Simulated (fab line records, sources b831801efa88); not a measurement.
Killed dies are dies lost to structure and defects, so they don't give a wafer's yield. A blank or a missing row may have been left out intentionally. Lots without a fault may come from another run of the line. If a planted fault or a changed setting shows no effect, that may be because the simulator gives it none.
Matching of chambers -- flow sky130 -- SKY_CONTACT_CVD_00 on pecvd-03: 3 sister chambers
The step deposits Si3N4, target thk 75 nm. 6 wafers are shown with their chamber, then 7 later ones without.

== WAFERS PAIRED WITH THEIR CHAMBERS ==
wafer,chamber,heater_power_w (W)
L417.2,2,811
L417.4,0,677
L419.2,1,669
L419.4,2,758
L425.1,0,745
L425.4,1,749

== WAFERS WITHOUT THEIR CHAMBER ==
wafer,heater_power_w (W)
L425.6,697
L428.2,732
L428.3,750
L428.6,747
L429.1,687
L429.2,822
L429.3,757

== CHAMBER TAKEN BY EACH ==
wafer,from the rows above,in truth
L425.6,can't be placed: 1 or 0 or 2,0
L428.2,can't be placed: 0 or 1 or 2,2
L428.3,can't be placed: 2 or 0 or 1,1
L428.6,can't be placed: 0 or 2 or 1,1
L429.1,can't be placed: 1 or 0 or 2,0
L429.2,can't be placed: 2 or 0 or 1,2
L429.3,can't be placed: 2 or 0 or 1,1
0 of 7 placed correctly. Can't be placed from these rows: 7 (the true chamber is among the candidates in 7). 0 placed wrongly.
How it was worked out, from the rows above alone: a wafer's distance from a chamber is the root of the sum, over the readings, of the square of ((its reading less the chamber's mean) divided by the reading's scatter). The wafer belongs to the nearest chamber; if the next one is less than 2 further off, it can't be placed. For every chamber, the mean is computed from those of its wafers that are shown. How the scatter is found: for the shown wafers, subtract from each reading the mean of its chamber, square and add these, divide the total by (wafers less chambers), then take the root.
